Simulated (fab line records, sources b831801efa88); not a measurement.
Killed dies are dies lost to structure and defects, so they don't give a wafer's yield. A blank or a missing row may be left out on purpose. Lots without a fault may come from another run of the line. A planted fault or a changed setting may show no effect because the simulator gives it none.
Which tool did it? | flow sky130 | 11 lots, 33 wafers sampled, at 4 steps of a route of 708

WHAT THE GAUGES READ, wafer by wafer
SKY_VIA1_BOW_MEAS_03. Usual: VIA1_BOW 80 um, standard deviation 6.8.
lot  | measured     | on            | VIA1_BOW (um) | flag
L789 | day 32 14:08 | film_metro-02 | 80 73 79      |
L791 | day 33 08:14 | film_metro-02 | 79 84 66      |
L793 | day 34 04:28 | film_metro-01 | 77 79 81      |
L795 | day 34 18:49 | film_metro-01 | 80 81 78      |
L794 | day 35 05:08 | film_metro-01 | 79 85 75      |
L797 | day 35 15:59 | film_metro-04 | 88 81 80      |
L799 | day 36 06:46 | film_metro-04 | 84 77 76      |
L800 | day 36 12:17 | film_metro-02 | 84 78 93      |
L803 | day 37 12:05 | film_metro-02 | 83 85 75      |
L804 | day 37 20:03 | film_metro-02 | 86 97 86      |
L805 | day 37 23:38 | film_metro-02 | 88 76 91      |

SKY_VIA2_THK_MEAS_01. Usual: VIA2_HDPCVD_THK 1178 nm, standard deviation 13.
lot  | measured     | on            | VIA2_HDPCVD_THK (nm) | flag
L789 | day 34 22:44 | film_metro-03 | 1184 1163 1175       |
L791 | day 35 16:31 | film_metro-02 | 1189 1163 1186       |
L793 | day 36 12:47 | film_metro-02 | 1182 1172 1165       |
L795 | day 37 01:49 | film_metro-02 | 1183 1174 1176       |
L794 | day 37 12:43 | film_metro-03 | 1174 1190 1183       |
L797 | day 37 22:37 | film_metro-03 | 1182 1173 1157       |
L799 | day 38 13:29 | film_metro-02 | 1168 1178 1203       |
L800 | day 38 18:08 | film_metro-03 | 1172 1166 1174       |
L803 | day 39 17:42 | film_metro-02 | 1195 1183 1211       |
L804 | day 40 01:13 | film_metro-03 | 1413 1162 1423       | OFF
L805 | day 40 07:33 | film_metro-02 | 1167 1171 1197       |

WHICH TOOL RAN EACH LOT (tool, then ch and the chambers of the sampled wafers, then the start)
lot  | SKY_METAL2_STRIP_20                  | SKY_VIA2_HDPCVD_00
L789 | plasma_asher-01 ch 0,1, day 34 22:00 | hdpcvd-02 ch 1,2, day 34 22:35
L791 | plasma_asher-02 ch 1, day 35 15:21   | hdpcvd-01 ch 1,2, day 35 16:23
L793 | plasma_asher-04 ch 1, day 36 11:43   | hdpcvd-01 ch 1,2, day 36 12:39
L795 | plasma_asher-01 ch 0,1, day 37 01:03 | hdpcvd-01 ch 0,1, day 37 01:41
L794 | plasma_asher-01 ch 0,1, day 37 11:57 | hdpcvd-02 ch 0,1,2, day 37 12:35
L797 | plasma_asher-01 ch 0,1, day 37 21:53 | hdpcvd-01 ch 0,1,2, day 37 22:29
L799 | plasma_asher-01 ch 0,1, day 38 12:47 | hdpcvd-02 ch 0,2, day 38 13:21
L800 | plasma_asher-01 ch 0,1, day 38 17:24 | hdpcvd-02 ch 1,2, day 38 18:00
L803 | plasma_asher-02 ch 0,1, day 39 16:53 | hdpcvd-02 ch 0,1,2, day 39 17:34
L804 | plasma_asher-01 ch 0,1, day 40 00:30 | hdpcvd-02 ch 0,2, day 40 01:06
L805 | plasma_asher-01 ch 0,1, day 40 06:45 | hdpcvd-01 ch 1,2, day 40 07:21
- SKY_METAL2_STRIP_20: strips in O2/N2.
- SKY_VIA2_HDPCVD_00: deposits SiO2, target thk 1180 nm, time 196.7 s.

WHAT THE TOOLS THEMSELVES READ (means of the sampled wafers that have a number; where no wafer has one, the mark that the record gives instead)
SKY_METAL2_STRIP_20. Usual: chamber_pressure_mTorr 1499.8 mTorr, standard deviation 1.4; drypump_motor_current_A 5.4 A, standard deviation 0.64; oes_product_au 0.344 a.u., standard deviation 0.0048; strip_time_to_endpoint_s 2.72 s, standard deviation 0.041.
lot  | tool            | chamber_pressure_mTorr (mTorr) | drypump_motor_current_A (A) | oes_product_au (a.u.) | strip_time_to_endpoint_s (s) | flag
L789 | plasma_asher-01 | 1499.9                         | 4.9                         | 0.342                 | 2.71                         |
L791 | plasma_asher-02 | 1500.0                         | 6.4                         | 0.341                 | 2.74                         |
L793 | plasma_asher-04 | 1500.2                         | 4.9                         | 0.342                 | 2.75                         |
L795 | plasma_asher-01 | 1500.0                         | 4.9                         | 0.340                 | 2.70                         |
L794 | plasma_asher-01 | 1499.0                         | 4.9                         | 0.348                 | 2.72                         |
L797 | plasma_asher-01 | 1500.0                         | 5.0                         | 0.339                 | 2.67                         |
L799 | plasma_asher-01 | 1500.8                         | 4.9                         | 0.344                 | 2.69                         |
L800 | plasma_asher-01 | 1499.7                         | 4.9                         | 0.346                 | 2.73                         |
L803 | plasma_asher-02 | 1499.8                         | 6.0                         | 0.341                 | 2.72                         |
L804 | plasma_asher-01 | 1500.3                         | 4.9                         | 0.343                 | 2.70                         |
L805 | plasma_asher-01 | 1499.6                         | 4.9                         | 0.342                 | 2.68                         |

SKY_VIA2_HDPCVD_00. Usual: run_length_s 224.7 s, standard deviation 0.46.
lot  | tool      | run_length_s (s) | flag
L789 | hdpcvd-02 | 225.1            |
L791 | hdpcvd-01 | 224.7            |
L793 | hdpcvd-01 | 225.0            |
L795 | hdpcvd-01 | 224.8            |
L794 | hdpcvd-02 | 224.3            |
L797 | hdpcvd-01 | 224.6            |
L799 | hdpcvd-02 | 224.8            |
L800 | hdpcvd-02 | 225.0            |
L803 | hdpcvd-02 | 224.7            |
L804 | hdpcvd-02 | 250.8            | OFF
L805 | hdpcvd-01 | 224.6            |

THE ANSWER, worked out from the rows above alone
Rule: a lot is off if the mean of its wafers that have a number lies more than 3 standard deviations from the usual mean. A lot without any number at a reading at which 4 lots or more have one is off too. The other lots that the step has rows for count as sound. The gauges are gone through in route order, then the tools' own readings, and for those a lot's mean is taken as printed above. The first step at which some lot is off is used, and at that step the reading that is off furthest; a lot without a number counts as furthest.
Off: L804, at SKY_VIA2_THK_MEAS_01 (VIA2_HDPCVD_THK).
A tool fits if, at a process step before that reading, it ran every lot that is off, and no sound lot after the first of them. The gauges at SKY_VIA2_THK_MEAS_01 aren't tried: what is off there is off at SKY_VIA2_HDPCVD_00 too, on other tools, and a gauge's error can't cause that. One fits: hdpcvd-02 at SKY_VIA2_HDPCVD_00. Its last sound lot is L803 (day 39 17:34), its first lot that is off L804 (day 40 01:06): a fault that began between those two fits.
The tool's own readings at SKY_VIA2_HDPCVD_00 bear it out: on the lots that are off they differ by more than 5 times the standard deviation of the sound lots' means. run_length_s reads 250.8 s there against 224.8 s on the sound lots.

WHAT THE SIMULATOR HAD PUT IN
Process parameter drift: hdpcvd-02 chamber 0, from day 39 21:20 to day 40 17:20, at SKY_VIA2_HDPCVD_00. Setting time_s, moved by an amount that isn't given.
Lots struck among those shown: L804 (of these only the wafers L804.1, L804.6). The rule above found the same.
